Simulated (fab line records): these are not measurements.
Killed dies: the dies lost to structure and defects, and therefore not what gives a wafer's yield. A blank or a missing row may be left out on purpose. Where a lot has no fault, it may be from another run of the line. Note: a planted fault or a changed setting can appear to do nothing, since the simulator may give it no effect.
Which tool was responsible? :: flow gf180mcu :: 24 lots, 72 wafers sampled, at 3 steps of a route of 602

WHAT EACH GAUGE READ, for each wafer
GF_M3_CD_MEAS_14 targets a cd of 280 nm. Usual: 280.3 nm for cd nm, sd 1.4.
lot: L074
measured: day 22 04:23
on: cd sem-02
cd nm (nm): 280.7 280.8 280.4
flag: 

lot: L075
measured: day 22 11:56
on: cd sem-02
cd nm (nm): 280.4 279.7 281.5
flag: 

lot: L076
measured: day 22 19:14
on: cd sem-02
cd nm (nm): 279.3 278.9 279.5
flag: 

lot: L077
measured: day 23 03:37
on: cd sem-01
cd nm (nm): 279.3 280.1 280.3
flag: 

lot: L078
measured: day 23 10:04
on: cd sem-01
cd nm (nm): 279.0 278.0 277.6
flag: 

lot: L079
measured: day 23 19:03
on: cd sem-02
cd nm (nm): 280.4 279.8 279.2
flag: 

lot: L080
measured: day 24 08:32
on: cd sem-01
cd nm (nm): 279.6 279.3 278.9
flag: 

lot: L081
measured: day 24 15:55
on: cd sem-02
cd nm (nm): 279.5 280.4 280.4
flag: 

lot: L082
measured: day 25 00:09
on: cd sem-01
cd nm (nm): 277.5 278.4 278.6
flag: 

lot: L083
measured: day 25 06:38
on: cd sem-02
cd nm (nm): 281.1 280.6 279.9
flag: 

lot: L084
measured: day 25 15:04
on: cd sem-01
cd nm (nm): 282.2 282.2 282.3
flag: 

lot: L085
measured: day 25 17:19
on: cd sem-01
cd nm (nm): 278.7 280.4 280.2
flag: 

lot: L086
measured: day 26 06:13
on: cd sem-01
cd nm (nm): 281.7 281.3 282.4
flag: 

lot: L087
measured: day 26 13:22
on: cd sem-01
cd nm (nm): 279.9 279.8 281.4
flag: 

lot: L088
measured: day 26 21:40
on: cd sem-01
cd nm (nm): 283.5 284.0 284.9
flag: 

lot: L089
measured: day 27 02:55
on: cd sem-01
cd nm (nm): 279.1 279.7 279.2
flag: 

lot: L090
measured: day 27 09:34
on: cd sem-02
cd nm (nm): 278.7 278.6 279.6
flag: 

lot: L091
measured: day 27 16:43
on: cd sem-02
cd nm (nm): 281.4 281.2 280.8
flag: 

lot: L092
measured: day 28 01:05
on: cd sem-02
cd nm (nm): 280.7 278.8 280.7
flag: 

lot: L093
measured: day 28 06:01
on: cd sem-01
cd nm (nm): 278.7 279.1 279.4
flag: 

lot: L094
measured: day 28 18:19
on: cd sem-02
cd nm (nm): 282.1 279.8 280.8
flag: 

lot: L095
measured: day 28 21:59
on: cd sem-01
cd nm (nm): 282.1 280.7 279.7
flag: 

lot: L096
measured: day 29 03:44
on: cd sem-02
cd nm (nm): 280.3 280.0 281.5
flag: 

lot: L097
measured: day 29 08:02
on: cd sem-02
cd nm (nm): 281.3 279.8 280.6
flag: 

TOOL THAT RAN EACH LOT (tool first, then ch and the chambers of the sampled wafers, then the start)
lot: L074
GF_CONTACT_ETCH_16: rie diel-02 ch 0,1,3, day 16 19:38
GF_V2_CVD_02: pecvd-02 ch 0,1,2, day 20 02:11

lot: L075
GF_CONTACT_ETCH_16: rie diel-02 ch 0,3, day 17 02:44
GF_V2_CVD_02: pecvd-02 ch 0,1, day 20 09:11

lot: L076
GF_CONTACT_ETCH_16: rie diel-04 ch 1,2,3, day 17 11:20
GF_V2_CVD_02: pecvd-02 ch 0,1,2, day 20 17:07

lot: L077
GF_CONTACT_ETCH_16: rie diel-04 ch 0,1, day 17 18:17
GF_V2_CVD_02: pecvd-04 ch 0,1, day 21 01:22

lot: L078
GF_CONTACT_ETCH_16: rie diel-01 ch 0,3, day 18 00:53
GF_V2_CVD_02: pecvd-01 ch 0,2, day 21 07:45

lot: L079
GF_CONTACT_ETCH_16: rie diel-04 ch 1,2,3, day 18 10:53
GF_V2_CVD_02: pecvd-04 ch 0,1,2, day 21 17:33

lot: L080
GF_CONTACT_ETCH_16: rie diel-02 ch 0,1,3, day 19 01:28
GF_V2_CVD_02: pecvd-01 ch 0,1,2, day 22 08:11

lot: L081
GF_CONTACT_ETCH_16: rie diel-02 ch 0,1,3, day 19 10:13
GF_V2_CVD_02: pecvd-04 ch 0,1,2, day 22 16:40

lot: L082
GF_CONTACT_ETCH_16: rie diel-04 ch 0,1, day 19 18:19
GF_V2_CVD_02: pecvd-04 ch 0,2, day 23 00:25

lot: L083
GF_CONTACT_ETCH_16: rie diel-02 ch 2,3, day 20 02:40
GF_V2_CVD_02: pecvd-04 ch 0,1,2, day 23 08:24

lot: L084
GF_CONTACT_ETCH_16: rie diel-02 ch 0,3, day 20 10:16
GF_V2_CVD_02: pecvd-01 ch 0,1,2, day 23 15:27

lot: L085
GF_CONTACT_ETCH_16: rie diel-01 ch 1,2,3, day 20 12:40
GF_V2_CVD_02: pecvd-04 ch 0,2, day 23 19:01

lot: L086
GF_CONTACT_ETCH_16: rie diel-04 ch 2,3, day 21 04:11
GF_V2_CVD_02: pecvd-01 ch 0,1,2, day 24 08:43

lot: L087
GF_CONTACT_ETCH_16: rie diel-02 ch 0,1,3, day 21 11:26
GF_V2_CVD_02: pecvd-01 ch 0,1,2, day 24 14:30

lot: L088
GF_CONTACT_ETCH_16: rie diel-01 ch 0,1,3, day 21 22:14
GF_V2_CVD_02: pecvd-04 ch 0,1,2, day 25 01:07

lot: L089
GF_CONTACT_ETCH_16: rie diel-04 ch 2,3, day 22 03:52
GF_V2_CVD_02: pecvd-01 ch 1,2, day 25 06:40

lot: L090
GF_CONTACT_ETCH_16: rie diel-04 ch 0,2,3, day 22 10:32
GF_V2_CVD_02: pecvd-04 ch 0,2, day 25 12:35

lot: L091
GF_CONTACT_ETCH_16: rie diel-02 ch 2,3, day 22 20:07
GF_V2_CVD_02: pecvd-04 ch 0,1,2, day 25 20:47

lot: L092
GF_CONTACT_ETCH_16: rie diel-02 ch 1,2,3, day 23 04:19
GF_V2_CVD_02: pecvd-04 ch 0,1,2, day 26 04:52

lot: L093
GF_CONTACT_ETCH_16: rie diel-02 ch 1,2, day 23 10:43
GF_V2_CVD_02: pecvd-01 ch 0,1,2, day 26 10:09

lot: L094
GF_CONTACT_ETCH_16: rie diel-01 ch 0,3, day 24 01:49
GF_V2_CVD_02: pecvd-01 ch 0,1, day 27 00:16

lot: L095
GF_CONTACT_ETCH_16: rie diel-02 ch 0,2,3, day 24 04:19
GF_V2_CVD_02: pecvd-04 ch 0,1,2, day 27 03:01

lot: L096
GF_CONTACT_ETCH_16: rie diel-01 ch 0,1,3, day 24 12:04
GF_V2_CVD_02: pecvd-01 ch 0,1,2, day 27 09:22

lot: L097
GF_CONTACT_ETCH_16: rie diel-02 ch 1,3, day 24 16:25
GF_V2_CVD_02: pecvd-02 ch 0,1, day 27 14:33
- GF_CONTACT_ETCH_16: etches BARC in N2/H2.
- GF_V2_CVD_02: deposits SiO2 from TEOS, target thk 850 nm, time 94.851 s.

WHAT THE TOOLS THEMSELVES READ (means of the sampled wafers that have a number; where no wafer has one, the mark that the record gives instead)
GF_CONTACT_ETCH_16. Usual: drypump motor current A 5.6 A, standard deviation 0.56; n2 flow sccm 100.0 sccm, standard deviation 0.33; oes product au 0.855 a.u., standard deviation 0.0045; throttle valve pct 13.225 %, standard deviation 0.0089.
lot: L074
tool: rie diel-02
drypump motor current A (A): 5.7
n2 flow sccm (sccm): 99.9
oes product au (a.u.): 0.857
throttle valve pct (%): 13.224
flag: 

lot: L075
tool: rie diel-02
drypump motor current A (A): 5.9
n2 flow sccm (sccm): 100.3
oes product au (a.u.): 0.859
throttle valve pct (%): 13.227
flag: 

lot: L076
tool: rie diel-04
drypump motor current A (A): 5.4
n2 flow sccm (sccm): 100.1
oes product au (a.u.): 0.855
throttle valve pct (%): 13.225
flag: 

lot: L077
tool: rie diel-04
drypump motor current A (A): 5.0
n2 flow sccm (sccm): 99.9
oes product au (a.u.): 0.854
throttle valve pct (%): 13.218
flag: 

lot: L078
tool: rie diel-01
drypump motor current A (A): 6.3
n2 flow sccm (sccm): 100.3
oes product au (a.u.): 0.856
throttle valve pct (%): 13.221
flag: 

lot: L079
tool: rie diel-04
drypump motor current A (A): 5.4
n2 flow sccm (sccm): 100.0
oes product au (a.u.): 0.850
throttle valve pct (%): 13.214
flag: 

lot: L080
tool: rie diel-02
drypump motor current A (A): 5.7
n2 flow sccm (sccm): 100.0
oes product au (a.u.): 0.854
throttle valve pct (%): 13.229
flag: 

lot: L081
tool: rie diel-02
drypump motor current A (A): 5.7
n2 flow sccm (sccm): 99.9
oes product au (a.u.): 0.857
throttle valve pct (%): 13.235
flag: 

lot: L082
tool: rie diel-04
drypump motor current A (A): 5.0
n2 flow sccm (sccm): 100.3
oes product au (a.u.): 0.857
throttle valve pct (%): 13.229
flag: 

lot: L083
tool: rie diel-02
drypump motor current A (A): 5.5
n2 flow sccm (sccm): 99.8
oes product au (a.u.): 0.854
throttle valve pct (%): 13.226
flag: 

lot: L084
tool: rie diel-02
drypump motor current A (A): 5.9
n2 flow sccm (sccm): 100.1
oes product au (a.u.): 0.860
throttle valve pct (%): 13.231
flag: 

lot: L085
tool: rie diel-01
drypump motor current A (A): 6.2
n2 flow sccm (sccm): 100.2
oes product au (a.u.): 0.850
throttle valve pct (%): 13.230
flag: 

lot: L086
tool: rie diel-04
drypump motor current A (A): 5.8
n2 flow sccm (sccm): 100.1
oes product au (a.u.): 0.857
throttle valve pct (%): 13.227
flag: 

lot: L087
tool: rie diel-02
drypump motor current A (A): 5.7
n2 flow sccm (sccm): 100.1
oes product au (a.u.): 0.854
throttle valve pct (%): 13.228
flag: 

lot: L088
tool: rie diel-01
drypump motor current A (A): 6.3
n2 flow sccm (sccm): 99.9
oes product au (a.u.): 0.855
throttle valve pct (%): 13.228
flag: 

lot: L089
tool: rie diel-04
drypump motor current A (A): 5.8
n2 flow sccm (sccm): 100.1
oes product au (a.u.): 0.854
throttle valve pct (%): 13.226
flag: 

lot: L090
tool: rie diel-04
drypump motor current A (A): 5.8
n2 flow sccm (sccm): 100.2
oes product au (a.u.): 0.856
throttle valve pct (%): 13.229
flag: 

lot: L091
tool: rie diel-02
drypump motor current A (A): 5.1
n2 flow sccm (sccm): 100.0
oes product au (a.u.): 0.848
throttle valve pct (%): 13.219
flag: 

lot: L092
tool: rie diel-02
drypump motor current A (A): 5.3
n2 flow sccm (sccm): 99.4
oes product au (a.u.): 0.855
throttle valve pct (%): 13.227
flag: 

lot: L093
tool: rie diel-02
drypump motor current A (A): 4.9
n2 flow sccm (sccm): 99.9
oes product au (a.u.): 0.859
throttle valve pct (%): 13.215
flag: 

lot: L094
tool: rie diel-01
drypump motor current A (A): 6.2
n2 flow sccm (sccm): 99.8
oes product au (a.u.): 0.861
throttle valve pct (%): 13.222
flag: 

lot: L095
tool: rie diel-02
drypump motor current A (A): 5.5
n2 flow sccm (sccm): 100.0
oes product au (a.u.): 0.856
throttle valve pct (%): 13.221
flag: 

lot: L096
tool: rie diel-01
drypump motor current A (A): 6.3
n2 flow sccm (sccm): 100.1
oes product au (a.u.): 0.853
throttle valve pct (%): 13.225
flag: 

lot: L097
tool: rie diel-02
drypump motor current A (A): 5.8
n2 flow sccm (sccm): 100.0
oes product au (a.u.): 0.855
throttle valve pct (%): 13.231
flag: 

GF_V2_CVD_02. Usual: 630 W for heater power w, sd 62.
lot: L074
tool: pecvd-02
heater power w (W): 621
flag: 

lot: L075
tool: pecvd-02
heater power w (W): 619
flag: 

lot: L076
tool: pecvd-02
heater power w (W): 605
flag: 

lot: L077
tool: pecvd-04
heater power w (W): 603
flag: 

lot: L078
tool: pecvd-01
heater power w (W): 626
flag: 

lot: L079
tool: pecvd-04
heater power w (W): 605
flag: 

lot: L080
tool: pecvd-01
heater power w (W): 655
flag: 

lot: L081
tool: pecvd-04
heater power w (W): 610
flag: 

lot: L082
tool: pecvd-04
heater power w (W): 595
flag: 

lot: L083
tool: pecvd-04
heater power w (W): 652
flag: 

lot: L084
tool: pecvd-01
heater power w (W): 651
flag: 

lot: L085
tool: pecvd-04
heater power w (W): 616
flag: 

lot: L086
tool: pecvd-01
heater power w (W): 681
flag: 

lot: L087
tool: pecvd-01
heater power w (W): 627
flag: 

lot: L088
tool: pecvd-04
heater power w (W): 612
flag: 

lot: L089
tool: pecvd-01
heater power w (W): 719
flag: 

lot: L090
tool: pecvd-04
heater power w (W): 599
flag: 

lot: L091
tool: pecvd-04
heater power w (W): 629
flag: 

lot: L092
tool: pecvd-04
heater power w (W): 602
flag: 

lot: L093
tool: pecvd-01
heater power w (W): 636
flag: 

lot: L094
tool: pecvd-01
heater power w (W): 663
flag: 

lot: L095
tool: pecvd-04
heater power w (W): 627
flag: 

lot: L096
tool: pecvd-01
heater power w (W): 663
flag: 

lot: L097
tool: pecvd-02
heater power w (W): 627
flag: 

THE ANSWER, worked out from the rows above alone
Rule: a lot is off if the mean of its wafers that have a number lies more than 3 standard deviations from the usual mean. Also off: a lot with no number at a reading for which 4 or more lots have one. Where the step has rows for the other lots, those lots are counted as sound. Order of review: gauges by route order, followed by the tools' own readings, for which a lot's mean as printed above is used. At the first step where some lot is off, the reading lying furthest off is the one used; lots without a number count as furthest.
Across all readings shown, no lot is off: no conclusion can be drawn from this.

WHAT THE SIMULATOR HAD PUT IN
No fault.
